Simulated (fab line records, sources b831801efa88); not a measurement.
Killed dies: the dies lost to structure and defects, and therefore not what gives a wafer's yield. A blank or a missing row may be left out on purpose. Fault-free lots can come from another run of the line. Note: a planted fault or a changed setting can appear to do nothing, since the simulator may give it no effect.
The tool behind it: which one?	flow sky130	21 wafers sampled from 7 lots at 1 step of a route of 708

WHAT EACH GAUGE READ, for each wafer
SKY_VIA2_CD_MEAS_12: target cd 200 nm.
lot	measured	on	cd_nm (nm)
L671	day 36 14:48	cd_sem-02	200.9 201.1 199.6
L674	day 37 13:59	cd_sem-02	199.4 199.9 199.9
L677	day 38 16:30	cd_sem-01	195.8 196.6 200.0
L680	day 39 14:46	cd_sem-01	199.3 197.7 198.4
L686	day 41 03:53	cd_sem-01	200.9 199.5 200.4
L689	day 43 01:41	cd_sem-02	200.0 200.6 200.7
L692	day 43 09:04	cd_sem-01	197.9 198.2 199.6

TOOL THAT RAN EACH LOT (tool first, then ch and the chambers of the sampled wafers, then the start)
No process step before these readings appears in the record.

THE ANSWER, worked out from the rows above alone
Rule: the lots themselves supply what counts as usual. The widest of any qualifying gaps counts: lots, ordered by their means at a reading, are off when they make up no more than a third of the lots, leave a main group of 4 or more, and stand apart from it by 3 or more times the standard deviation of that group's means. A main group whose means are all the same, to the digits that the tables above print for the reading, isn't used. Also off: a lot with no number at a reading for which 4 or more lots have one. Where the step has rows for the other lots, those lots are counted as sound.
No lot is off at any reading shown: from this, nothing can be told.

WHAT WAS PUT IN BY THE SIMULATOR
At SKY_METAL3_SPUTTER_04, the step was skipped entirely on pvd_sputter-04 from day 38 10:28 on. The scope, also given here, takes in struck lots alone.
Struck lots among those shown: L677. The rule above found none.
